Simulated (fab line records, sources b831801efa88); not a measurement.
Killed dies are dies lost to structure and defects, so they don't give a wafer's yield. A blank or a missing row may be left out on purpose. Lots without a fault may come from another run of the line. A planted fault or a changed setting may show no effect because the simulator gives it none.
Chamber matching | flow sfq_line | SFQ_TRILAYER_I1_CMP_CMP_046 on cmp-01: 4 sister chambers
The step polishes SiO2. 4 wafers are shown with their chamber, then 8 later ones without.

WAFERS WITH THEIR CHAMBER
wafer  | chamber | motor_current_A (A)
L688.6 | 0       | 11.5
L691.5 | 3       | 11.7
L694.6 | 2       | 10.7
L695.1 | 1       | 9.7

WAFERS WITHOUT THEIR CHAMBER
wafer  | motor_current_A (A)
L695.2 | 11.7
L695.5 | 11.5
L696.1 | 11.0
L696.4 | 9.7
L696.6 | 11.8
L699.3 | 9.6
L699.4 | 11.9
L699.5 | 11.1

WHICH CHAMBER EACH WENT THROUGH
wafer  | from the rows above          | in truth
L695.2 | can't be placed: 3 or 0      | 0
L695.5 | can't be placed: 0 or 3      | 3
L696.1 | can't be placed: 2 or 0      | 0
L696.4 | 1                            | 1
L696.6 | can't be placed: 3 or 0      | 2
L699.3 | 1                            | 1
L699.4 | can't be placed: 3 or 0      | 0
L699.5 | can't be placed: 0 or 2 or 3 | 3
Placed correctly: 2 of 8. Can't be placed from these rows: 6 (the true chamber is among the candidates in 5). Placed wrongly: 0.
How it was worked out, from the rows above alone: a wafer's distance from a chamber is the root of the sum, over the readings, of the square of ((its reading less the chamber's mean) divided by the reading's scatter). The wafer belongs to the nearest chamber; if the next one is less than 2 further off, it can't be placed. A chamber's mean is the mean of its shown wafers. The scatter: with one shown wafer a chamber, the root of the mean of the squares of how far each hidden wafer lies from its nearest shown one.
